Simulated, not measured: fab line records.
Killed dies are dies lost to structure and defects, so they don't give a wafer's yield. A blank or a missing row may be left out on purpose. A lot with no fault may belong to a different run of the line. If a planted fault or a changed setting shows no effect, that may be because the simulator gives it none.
A single fault, viewed from 2 desks -- flow sky130 -- what lay behind the numbers comes last; until then each desk has only its own

== THE METROLOGY DESK ==
Means of the sampled wafers that have a number, per lot and without regard to the tool the lot ran on: this is what the gauges read. A lot is out of limits, marked OUT, if its mean lies more than 4 standard deviations from the usual mean; the brackets give that distance.
Columns: A = DNWELL_TW at SKY_DNWELL_TW_MEAS_09, usual 1107; B = PWDE_OVL at SKY_PWDE_OVL_MEAS_07, usual 0.0 nm; C = VT_ADJUST_HVTP_TW at SKY_VT_ADJUST_HVTP_TW_MEAS_11, usual 1345; D = VT_ADJUST_LVTN_OVL at SKY_VT_ADJUST_LVTN_OVL_MEAS_07, usual 0.0 nm
lot,first seen here,A,B,C,D
L352,day 3 06:12,1122,-0.9,1360,-0.3
L353,day 3 10:10,1124,-1.3,1330,0.1
L357,day 4 08:48,1088,0.5,1355,0.1
L359,day 4 19:25,1107,1.6,1333,-1.4
L363,day 5 15:55,1100,1.4,1341,1.9
L362,day 5 16:53,1099,-0.3,1350,-2.0
L365,day 6 06:32,1117,0.8,30 (-99 or more) OUT,-
L366,day 6 11:15,1091,0.4,30 (-99 or more) OUT,-
L372,day 7 17:32,1100,-0.4,1328,0.5
L373,day 7 22:47,1124,-0.1,1348,-1.4
L374,day 8 06:12,1099,0.9,1341,0.3
L375,day 8 11:24,1108,0.2,1350,0.3
This desk finds L365, L366 out of limits, with the earliest case on L365 at day 9 16:23 (VT_ADJUST_HVTP_TW at SKY_VT_ADJUST_HVTP_TW_MEAS_11). Within limits: L352, L353, L357, L359, L363, L362, L372, L373, L374, L375.

== TOOL OWNER'S DESK, plasma-asher-04 ==
The tool's own readings at SKY_NWELL_STRIP_25 (strips in O2/N2): means of the sampled wafers that have a number, for each lot that ran on this tool. A lot is out of limits, marked OUT, if its mean lies more than 4 standard deviations from the usual mean; the brackets give that distance.
Columns: A = chamber-pressure-mTorr at SKY_NWELL_STRIP_25, usual 1499.9 mTorr; B = drypump-motor-current-A at SKY_NWELL_STRIP_25, usual 5.8 A; C = oes-product-au at SKY_NWELL_STRIP_25, usual 0.723 a.u.; D = strip-time-to-endpoint-s at SKY_NWELL_STRIP_25, usual 36.94 s
lot,first seen here,A,B,C,D
L353,day 5 12:49,1499.6,6.3,0.721,36.68
L373,day 10 14:23,1504.4,6.4,0.726,37.07
L374,day 10 23:31,1500.5,6.4,0.725,36.99
Finding of this desk: none of the 3 lots has anything out of limits.

== ALL TOGETHER ==
The metrology desk could have raised an alarm at day 9 16:23, on L365, L366.
The tool owner's desk saw nothing out of limits.
The tool owner's desk has no number on record for L365, L366.
On plasma-asher-04, each named lot ran SKY_NWELL_STRIP_25.

== WHAT THE SIMULATOR PUT IN ==
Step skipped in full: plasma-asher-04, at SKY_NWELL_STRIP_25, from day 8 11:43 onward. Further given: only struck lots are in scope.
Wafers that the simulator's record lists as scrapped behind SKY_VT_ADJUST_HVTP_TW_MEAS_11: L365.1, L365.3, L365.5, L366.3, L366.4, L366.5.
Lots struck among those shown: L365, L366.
Delay in hours, fault start to first out-of-limits reading, per desk: metrology desk 29.
